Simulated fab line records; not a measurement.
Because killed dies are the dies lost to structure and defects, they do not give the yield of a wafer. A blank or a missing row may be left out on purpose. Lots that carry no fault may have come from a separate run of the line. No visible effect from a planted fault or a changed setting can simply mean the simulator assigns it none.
Chamber matching || flow gf180mcu || GF_V2_CVD_02 on pecvd-04: 3 sister chambers
The step deposits SiO2 from TEOS, target thk 850 nm, time 94.851 s. 14 wafers are shown with their chamber, then 7 later ones without.

## EACH WAFER AND ITS CHAMBER
{"wafer": "L527.1", "chamber": 2, "heaterPowerW (W)": 689, "heaterPowerOuterW (W)": 395}
{"wafer": "L527.2", "chamber": 1, "heaterPowerW (W)": 627, "heaterPowerOuterW (W)": 359}
{"wafer": "L527.3", "chamber": 0, "heaterPowerW (W)": 627, "heaterPowerOuterW (W)": 380}
{"wafer": "L528.1", "chamber": 2, "heaterPowerW (W)": 849, "heaterPowerOuterW (W)": 493}
{"wafer": "L528.2", "chamber": 1, "heaterPowerW (W)": 740, "heaterPowerOuterW (W)": 451}
{"wafer": "L528.3", "chamber": 0, "heaterPowerW (W)": 678, "heaterPowerOuterW (W)": 406}
{"wafer": "L541.2", "chamber": 0, "heaterPowerW (W)": 729, "heaterPowerOuterW (W)": 448}
{"wafer": "L541.5", "chamber": 0, "heaterPowerW (W)": 576, "heaterPowerOuterW (W)": 342}
{"wafer": "L541.6", "chamber": 1, "heaterPowerW (W)": 734, "heaterPowerOuterW (W)": 420}
{"wafer": "L542.4", "chamber": 1, "heaterPowerW (W)": 785, "heaterPowerOuterW (W)": 457}
{"wafer": "L542.5", "chamber": 2, "heaterPowerW (W)": 679, "heaterPowerOuterW (W)": 387}
{"wafer": "L542.6", "chamber": 0, "heaterPowerW (W)": 590, "heaterPowerOuterW (W)": 345}
{"wafer": "L543.1", "chamber": 0, "heaterPowerW (W)": 723, "heaterPowerOuterW (W)": 450}
{"wafer": "L543.4", "chamber": 1, "heaterPowerW (W)": 777, "heaterPowerOuterW (W)": 458}

SIGNATURES, as means of the wafers listed above
{"reading": "heaterPowerW", "chamber 0": 653.83, "chamber 1": 732.60, "chamber 2": 739.00, "scatter within a chamber": 71.3}
{"reading": "heaterPowerOuterW", "chamber 0": 395.17, "chamber 1": 429.00, "chamber 2": 425.00, "scatter within a chamber": 48.2}
Rule: for each reading, subtract the chamber's mean from the wafer's reading, divide by that reading's scatter and square the result; add these up over the readings and take the root, which gives the wafer's distance from the chamber. If the next closest chamber is less than 2 further off than the closest, the wafer can't be placed; otherwise it belongs to the closest. How the scatter is found: for the shown wafers, subtract from each reading the mean of its chamber, square and add these, divide the total by (wafers less chambers), then take the root.

## WAFERS WHOSE CHAMBER IS MISSING
{"wafer": "L543.5", "heaterPowerW (W)": 577, "heaterPowerOuterW (W)": 341}
{"wafer": "L544.2", "heaterPowerW (W)": 730, "heaterPowerOuterW (W)": 442}
{"wafer": "L544.4", "heaterPowerW (W)": 692, "heaterPowerOuterW (W)": 421}
{"wafer": "L544.5", "heaterPowerW (W)": 570, "heaterPowerOuterW (W)": 339}
{"wafer": "L547.3", "heaterPowerW (W)": 781, "heaterPowerOuterW (W)": 451}
{"wafer": "L547.5", "heaterPowerW (W)": 710, "heaterPowerOuterW (W)": 423}
{"wafer": "L547.6", "heaterPowerW (W)": 817, "heaterPowerOuterW (W)": 487}

## WHICH CHAMBER EACH WENT THROUGH
{"wafer": "L543.5", "from the rows above": "can't be placed: 0 or 1 or 2", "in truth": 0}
{"wafer": "L544.2", "from the rows above": "can't be placed: 1 or 2 or 0", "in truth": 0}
{"wafer": "L544.4", "from the rows above": "can't be placed: 1 or 2 or 0", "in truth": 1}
{"wafer": "L544.5", "from the rows above": "can't be placed: 0 or 1 or 2", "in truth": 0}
{"wafer": "L547.3", "from the rows above": "can't be placed: 2 or 1 or 0", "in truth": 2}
{"wafer": "L547.5", "from the rows above": "can't be placed: 1 or 2 or 0", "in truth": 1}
{"wafer": "L547.6", "from the rows above": "can't be placed: 1 or 2 or 0", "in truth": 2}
Correctly placed: 0 of 7. These rows do not allow placing 7 (true chamber among the candidates in 7). Number placed wrongly: 0.
